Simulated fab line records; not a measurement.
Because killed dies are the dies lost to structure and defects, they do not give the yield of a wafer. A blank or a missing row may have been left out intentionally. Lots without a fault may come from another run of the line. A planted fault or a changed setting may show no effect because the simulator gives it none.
Matching of chambers ; flow sky130 ; SKY_VIA1_ETCH_15 on rie_diel-04: 4 sister chambers
The step etches SiO2 in C4F8/O2/Ar, stops on TiN, target depth 351 nm, time 54 s. 18 wafers are shown with their chamber, then 9 later ones without.

EACH WAFER AND ITS CHAMBER
wafer;chamber;bias_w (W);oes_product_au (a.u.)
L076.2;0;1202;0.974
L076.3;2;1194;0.984
L076.5;1;1203;0.971
L078.2;2;1200;0.992
L078.3;0;1204;0.966
L078.4;1;1193;0.976
L079.1;1;1196;0.984
L079.2;0;1203;0.974
L079.4;3;1200;0.973
L083.2;1;1199;0.977
L083.5;0;1203;0.974
L083.6;1;1195;0.982
L087.3;0;1204;0.985
L087.4;1;1203;0.975
L087.6;0;1204;0.974
L088.2;0;1208;0.957
L088.3;3;1200;0.991
L088.5;3;1197;0.981

SIGNATURES, as means of the wafers listed above
reading;chamber 0;chamber 1;chamber 2;chamber 3;scatter within a chamber
bias_w;1204.00;1198.17;1197.00;1199.00;3.1
oes_product_au;0.97200;0.97750;0.98800;0.98167;0.00734
Rule: for a wafer and a chamber, the distance is found by dividing, reading by reading, the gap between the wafer's reading and the chamber's mean by the reading's scatter, squaring, summing and taking the root. If the next closest chamber is less than 2 further off than the closest, the wafer can't be placed; otherwise it belongs to the closest. How the scatter is found: for the shown wafers, subtract from each reading the mean of its chamber, square and add these, divide the total by (wafers less chambers), then take the root.

WAFERS WHOSE CHAMBER IS MISSING
wafer;bias_w (W);oes_product_au (a.u.)
L090.3;1196;0.975
L090.4;1199;0.982
L090.6;1197;0.974
L097.1;1199;0.981
L097.2;1203;0.979
L097.6;1202;0.981
L095.2;1199;0.973
L095.3;1200;0.982
L095.4;1204;0.989

WHICH CHAMBER EACH ONE RAN IN
wafer;from the rows above;in truth
L090.3;can't be placed: 1 or 3 or 2 or 0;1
L090.4;can't be placed: 3 or 1 or 2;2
L090.6;can't be placed: 1 or 3 or 2 or 0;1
L097.1;can't be placed: 3 or 1 or 2 or 0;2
L097.2;can't be placed: 0 or 3 or 1 or 2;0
L097.6;can't be placed: 3 or 1 or 0 or 2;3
L095.2;can't be placed: 1 or 3 or 0 or 2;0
L095.3;can't be placed: 3 or 1 or 2 or 0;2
L095.4;can't be placed: 3 or 2 or 0 or 1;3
Correctly placed: 0 of 9. Unplaceable from these rows: 9, with the true chamber sitting among the candidates in 9. 0 placed wrongly.
